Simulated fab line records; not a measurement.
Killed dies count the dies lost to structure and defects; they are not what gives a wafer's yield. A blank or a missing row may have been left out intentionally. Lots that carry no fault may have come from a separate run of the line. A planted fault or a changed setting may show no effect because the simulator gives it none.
Which tool did it? || flow sky130 || Sampling: 14 lots, 42 wafers, 2 of 708 route steps

== WHAT THE GAUGES SHOWED, per wafer ==
The record lacks any reading of a measuring or inspecting step that a usual standard deviation could be used to judge.

== WHAT TOOL EACH LOT RAN ON (gives the tool, then ch and the chambers of the sampled wafers, and finally the start) ==
{"lot": "L419", "SKY_SONOS_ONO_WET_ETCH_18": "wet_bench-04 ch 0, day 12 18:26", "SKY_PAD_OPEN_PROBE_99": "prober-02, day 46 01:26"}
{"lot": "L420", "SKY_SONOS_ONO_WET_ETCH_18": "wet_bench-01 ch 0, day 13 08:24", "SKY_PAD_OPEN_PROBE_99": "prober-01, day 46 13:24"}
{"lot": "L421", "SKY_SONOS_ONO_WET_ETCH_18": "wet_bench-01 ch 1, day 13 09:21", "SKY_PAD_OPEN_PROBE_99": "prober-02, day 46 13:43"}
{"lot": "L422", "SKY_SONOS_ONO_WET_ETCH_18": "wet_bench-04 ch 2, day 13 17:31", "SKY_PAD_OPEN_PROBE_99": "prober-01, day 46 15:35"}
{"lot": "L423", "SKY_SONOS_ONO_WET_ETCH_18": "wet_bench-01 ch 1, day 13 23:54", "SKY_PAD_OPEN_PROBE_99": "prober-02, day 46 22:01"}
{"lot": "L424", "SKY_SONOS_ONO_WET_ETCH_18": "wet_bench-04 ch 1, day 14 06:25", "SKY_PAD_OPEN_PROBE_99": "prober-01, day 47 00:29"}
{"lot": "L425", "SKY_SONOS_ONO_WET_ETCH_18": "wet_bench-02 ch 3, day 14 23:05", "SKY_PAD_OPEN_PROBE_99": "prober-02, day 47 15:59"}
{"lot": "L426", "SKY_SONOS_ONO_WET_ETCH_18": "wet_bench-04 ch 1, day 15 05:04", "SKY_PAD_OPEN_PROBE_99": "prober-01, day 47 17:49"}
{"lot": "L427", "SKY_SONOS_ONO_WET_ETCH_18": "wet_bench-04 ch 3, day 15 05:22", "SKY_PAD_OPEN_PROBE_99": "prober-02, day 47 20:52"}
{"lot": "L428", "SKY_SONOS_ONO_WET_ETCH_18": "wet_bench-01 ch 0, day 15 12:49", "SKY_PAD_OPEN_PROBE_99": "prober-01, day 48 03:30"}
{"lot": "L432", "SKY_SONOS_ONO_WET_ETCH_18": "wet_bench-01 ch 0, day 17 01:49", "SKY_PAD_OPEN_PROBE_99": "prober-01, day 48 23:56"}
{"lot": "L435", "SKY_SONOS_ONO_WET_ETCH_18": "wet_bench-01 ch 2, day 18 03:45", "SKY_PAD_OPEN_PROBE_99": "prober-02, day 49 15:59"}
{"lot": "L436", "SKY_SONOS_ONO_WET_ETCH_18": "wet_bench-01 ch 3, day 18 10:37", "SKY_PAD_OPEN_PROBE_99": "prober-01, day 49 22:24"}
{"lot": "L437", "SKY_SONOS_ONO_WET_ETCH_18": "wet_bench-04 ch 1, day 18 18:26", "SKY_PAD_OPEN_PROBE_99": "prober-02, day 50 06:04"}
- SKY_SONOS_ONO_WET_ETCH_18: etches Si3N4 in H3PO4, target depth 15 nm, time 172 s.
- SKY_PAD_OPEN_PROBE_99

== WHAT THE TOOLS THEMSELVES READ (means of the sampled wafers that have a number; where no wafer has one, the mark that the record gives instead) ==
SKY_PAD_OPEN_PROBE_99. Usual: killed_at_M0_to_M3 43, standard deviation 6.6; killed_at_M4_up 3.4, standard deviation 1.8; killed_at_contacts 24, standard deviation 4.9; killed_at_front_end 15, standard deviation 4.1; killed_at_other 0.3, standard deviation 0.55; killed_dies 85, standard deviation 8.8; killed_open 46, standard deviation 6.1; killed_short 39, standard deviation 5.7.
{"lot": "L419", "tool": "prober-02", "killed_at_M0_to_M3": 53, "killed_at_M4_up": 2.7, "killed_at_contacts": 21, "killed_at_front_end": 19, "killed_at_other": 0.7, "killed_dies": 95, "killed_open": 57, "killed_short": 39, "flag": ""}
{"lot": "L420", "tool": "prober-01", "killed_at_M0_to_M3": 32, "killed_at_M4_up": 4.7, "killed_at_contacts": 22, "killed_at_front_end": 15, "killed_at_other": 0.7, "killed_dies": 73, "killed_open": 39, "killed_short": 34, "flag": ""}
{"lot": "L421", "tool": "prober-02", "killed_at_M0_to_M3": 43, "killed_at_M4_up": 5.0, "killed_at_contacts": 26, "killed_at_front_end": 17, "killed_at_other": 0.3, "killed_dies": 92, "killed_open": 47, "killed_short": 45, "flag": ""}
{"lot": "L422", "tool": "prober-01", "killed_at_M0_to_M3": 38, "killed_at_M4_up": 3.7, "killed_at_contacts": 22, "killed_at_front_end": 12, "killed_at_other": 0.3, "killed_dies": 76, "killed_open": 40, "killed_short": 36, "flag": ""}
{"lot": "L423", "tool": "prober-02", "killed_at_M0_to_M3": 38, "killed_at_M4_up": 3.7, "killed_at_contacts": 28, "killed_at_front_end": 13, "killed_at_other": 0.7, "killed_dies": 83, "killed_open": 47, "killed_short": 37, "flag": ""}
{"lot": "L424", "tool": "prober-01", "killed_at_M0_to_M3": 42, "killed_at_M4_up": 1.3, "killed_at_contacts": 23, "killed_at_front_end": 15, "killed_at_other": 0.7, "killed_dies": 82, "killed_open": 48, "killed_short": 34, "flag": ""}
{"lot": "L425", "tool": "prober-02", "killed_at_M0_to_M3": 41, "killed_at_M4_up": 3.0, "killed_at_contacts": 25, "killed_at_front_end": 15, "killed_at_other": 0.3, "killed_dies": 84, "killed_open": 42, "killed_short": 41, "flag": ""}
{"lot": "L426", "tool": "prober-01", "killed_at_M0_to_M3": 41, "killed_at_M4_up": 3.3, "killed_at_contacts": 29, "killed_at_front_end": 14, "killed_at_other": 1.3, "killed_dies": 89, "killed_open": 46, "killed_short": 41, "flag": ""}
{"lot": "L427", "tool": "prober-02", "killed_at_M0_to_M3": 45, "killed_at_M4_up": 3.0, "killed_at_contacts": 23, "killed_at_front_end": 11, "killed_at_other": 0.3, "killed_dies": 83, "killed_open": 45, "killed_short": 38, "flag": ""}
{"lot": "L428", "tool": "prober-01", "killed_at_M0_to_M3": 43, "killed_at_M4_up": 4.0, "killed_at_contacts": 27, "killed_at_front_end": 17, "killed_at_other": 0.0, "killed_dies": 90, "killed_open": 48, "killed_short": 43, "flag": ""}
{"lot": "L432", "tool": "prober-01", "killed_at_M0_to_M3": 40, "killed_at_M4_up": 2.3, "killed_at_contacts": 24, "killed_at_front_end": 17, "killed_at_other": 1.3, "killed_dies": 85, "killed_open": 45, "killed_short": 39, "flag": ""}
{"lot": "L435", "tool": "prober-02", "killed_at_M0_to_M3": 37, "killed_at_M4_up": 4.0, "killed_at_contacts": 20, "killed_at_front_end": 60, "killed_at_other": 0.0, "killed_dies": 120, "killed_open": 41, "killed_short": 36, "flag": "OFF"}
{"lot": "L436", "tool": "prober-01", "killed_at_M0_to_M3": 32, "killed_at_M4_up": 3.7, "killed_at_contacts": 24, "killed_at_front_end": 54, "killed_at_other": 0.0, "killed_dies": 114, "killed_open": 45, "killed_short": 32, "flag": "OFF"}
{"lot": "L437", "tool": "prober-02", "killed_at_M0_to_M3": 44, "killed_at_M4_up": 6.0, "killed_at_contacts": 25, "killed_at_front_end": 18, "killed_at_other": 0.3, "killed_dies": 93, "killed_open": 47, "killed_short": 46, "flag": ""}

== THE ANSWER, worked out from the rows above alone ==
Rule: lot off if the mean of its wafers having a number is beyond 3 standard deviations from the usual mean. A lot without any number at a reading at which 4 lots or more have one is off too. Any other lot the step has rows for is counted as sound. First the gauges in route order, then the tools' own readings, where a lot's mean is used as printed above. At the first step where some lot is off, the reading lying furthest off is the one used; lots without a number count as furthest.
Off at SKY_PAD_OPEN_PROBE_99 (killed_at_front_end): L435, L436.
A tool fits if, at that step or a process step before it, it ran every lot that is off, and no sound lot after the first of them. One candidate fits, namely wet_bench-01 at SKY_SONOS_ONO_WET_ETCH_18. A fault onset in the window from L432 (day 17 01:49, its last sound lot) to L435 (day 18 03:45, its first lot off) fits.

== WHAT THE SIMULATOR PUT IN ==
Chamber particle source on wet_bench-01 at SKY_SONOS_ONO_WET_ETCH_18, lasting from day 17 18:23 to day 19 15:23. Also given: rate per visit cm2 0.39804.
Struck lots among those shown: L435, L436. Same finding as the rule above.
